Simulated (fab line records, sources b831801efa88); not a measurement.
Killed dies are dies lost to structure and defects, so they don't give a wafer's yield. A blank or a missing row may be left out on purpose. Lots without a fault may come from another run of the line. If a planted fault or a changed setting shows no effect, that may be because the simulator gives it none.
Which of the tools did it?	flow gf180mcu	6 lots with 18 wafers sampled at 4 steps, on a route of 602 steps

WHAT THE GAUGES READ, wafer by wafer
GF_M1_CD_MEAS_14: target cd 230 nm.
lot	measured	on	cd nm (nm)
L904	day 18 00:51	cd sem-01	230.2 229.4 230.4
L908	day 19 14:35	cd sem-02	227.9 229.2 228.8
L917	day 22 14:27	cd sem-02	230.4 230.1 230.6
L923	day 24 13:47	cd sem-02	228.8 228.7 229.0
L925	day 25 11:30	cd sem-02	231.3 230.4 231.4

WHAT TOOL EACH LOT RAN ON (gives the tool, then ch and the chambers of the sampled wafers, and finally the start)
lot	GF_STI_ETCH_14	GF_STI_STRIP_15	GF_SALICIDE_SPUTTER_03
L904	rie si-01 ch 1,2,3, day 2 11:11	plasma asher-03 ch 0,1, day 2 11:16	pvd sputter-02, day 16 01:33
L906	rie si-01 ch 0,1,2, day 2 23:17	plasma asher-01 ch 0,1, day 2 23:22	-
L908	rie si-01 ch 0,1, day 3 07:50	plasma asher-02 ch 0,1, day 3 07:55	pvd sputter-01, day 17 12:46
L917	rie si-01 ch 0,1,3, day 5 06:53	plasma asher-03 ch 0,1, day 5 06:58	pvd sputter-01, day 20 13:15
L923	rie si-01 ch 2,3, day 6 14:19	plasma asher-01 ch 0,1, day 6 14:23	pvd sputter-01, day 22 13:42
L925	rie si-01 ch 0,3, day 7 02:11	plasma asher-03 ch 0, day 7 02:15	pvd sputter-04, day 23 12:43
- GF_STI_ETCH_14: etches Si in HBr/Cl2/O2, target depth 360 nm, time 102.9 s.
- GF_STI_STRIP_15: strips in O2/N2.
- GF_SALICIDE_SPUTTER_03: material TiN, target thk 20 nm, time 16.7 s.

THE ANSWER, worked out from the rows above alone
Rule: usual is defined by the lots themselves. Put in order of their means at a reading, lots are off if they are a third of the lots or fewer, leave a main group of 4 or more, and stand apart from it by a gap of 3 or more times the standard deviation of the main group's means; of several such gaps the widest counts. Not used: any main group whose means are identical at the precision the tables above print for the reading. Also off: a lot with no number at a reading for which 4 or more lots have one. The other lots that the step has rows for count as sound.
None of the lots is off at any reading shown; this tells nothing.

WHAT THE SIMULATOR PUT IN
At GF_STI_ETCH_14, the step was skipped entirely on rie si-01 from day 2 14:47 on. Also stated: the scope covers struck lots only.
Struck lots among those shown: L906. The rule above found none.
